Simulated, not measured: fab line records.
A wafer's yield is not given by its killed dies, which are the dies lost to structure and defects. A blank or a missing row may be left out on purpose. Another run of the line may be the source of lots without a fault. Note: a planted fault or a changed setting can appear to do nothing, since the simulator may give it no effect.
Struck lot and sound lot, side by side | flow sky130 | 17 steps out of a route of 708
Sound: wafers L613.2, L613.4, L613.6. Struck: wafer L619.1. (L619.3, L619.4 of the same lot were not struck and are left out.) The cause comes at the end.
At each step with rows: each side's tool, then ch and its chambers, then its first start. Under that, the readings that differ: sound wafers | struck wafers | difference of the means | sigmas: that difference in standard deviations of wafers without a fault.
alike: same words and numbers on both sides, and readings whose means sit less than 2 such deviations apart. not compared: any withheld reading, any reading some wafer has no value for, any bound like >300 that may hide the same value, and any number with overlapping values for which the record gives no deviation.
The two part at a step that has a row with sigmas, a row that says differs or no value, or rows on one side only. Non-overlapping numbers with no deviation appear without sigmas and do not part them. Lack of a reading on every wafer of one side parts them only where that side has two or more wafers.

first, 4 steps without rows for these wafers: SKY_VT_ADJUST_LVTN_SOFTBAKE_14 (time 60 s); SKY_VT_ADJUST_LVTN_EXPOSE_15 (exposes mask HVN STD DERIVED, target cd 600 nm); SKY_VT_ADJUST_LVTN_PEB_16; SKY_VT_ADJUST_LVTN_DEVELOP_17 (develop time 60 s).
SKY_VT_ADJUST_LVTN_OVL_MEAS_18:
  sound on overlay-01, day 7 21:52; struck on overlay-01, day 9 14:43
  alike: VT_ADJUST_LVTN_01_OVL
then, 1 step without rows for these wafers: SKY_VT_ADJUST_LVTN_IMPLANT_19.
SKY_VT_ADJUST_LVTN_STRIP_20: strips in O2/N2.
  sound on plasma-asher-03 ch 0,1, day 7 22:02; struck on plasma-asher-04 ch 0, day 9 14:53
  alike: drypump-motor-current-A, n2-flow-sccm, o2-flow-sccm, oes-product-au, strip-time-to-endpoint-s
  not compared: rf-hours-counter-h
SKY_VT_ADJUST_LVTN_TW_MEAS_21:
  sound on film-metro-03, day 7 22:09; struck on film-metro-04, day 9 14:59
  alike: VT_ADJUST_LVTN_2_TW
then, 4 steps without rows for these wafers: SKY_VT_ADJUST_NCORE_DEHYDRATE_00 (time 60 s); SKY_VT_ADJUST_NCORE_HMDS_01 (prime time 60 s); SKY_VT_ADJUST_NCORE_COAT_02 (resist thk 1140 nm); SKY_VT_ADJUST_NCORE_SOFTBAKE_03 (time 60 s).
SKY_VT_ADJUST_NCORE_EXPOSE_04: exposes mask LVTN COMPLEMENT THIN, target cd 380 nm.
  sound on iline-stepper-01 ch 0, day 8 08:31; struck on iline-stepper-01 ch 0, day 10 02:14
  alike: mask, focus-offset-nm
then, 2 steps without rows for these wafers: SKY_VT_ADJUST_NCORE_PEB_05; SKY_VT_ADJUST_NCORE_DEVELOP_06 (develop time 60 s).
SKY_VT_ADJUST_NCORE_CD_MEAS_07: target cd 380 nm.
  sound on cd-sem-01, day 8 18:44; struck on cd-sem-01, day 10 12:09
  reading    | sound             | struck | difference | sigmas
  cd-nm (nm) | 381.3 379.7 379.5 | 358.8  | -21.4      | -9
SKY_VT_ADJUST_NCORE_OVL_MEAS_08:
  sound on overlay-02, day 8 18:50; struck on overlay-02, day 10 12:16
  alike: VT_ADJUST_NCORE_OVL

== WHERE THEY PART ==
At SKY_VT_ADJUST_NCORE_CD_MEAS_07 and nowhere else, as far as this record goes. Later steps at which nothing parts them and some readings are alike: SKY_VT_ADJUST_NCORE_OVL_MEAS_08.

WHY: what the simulator had put in
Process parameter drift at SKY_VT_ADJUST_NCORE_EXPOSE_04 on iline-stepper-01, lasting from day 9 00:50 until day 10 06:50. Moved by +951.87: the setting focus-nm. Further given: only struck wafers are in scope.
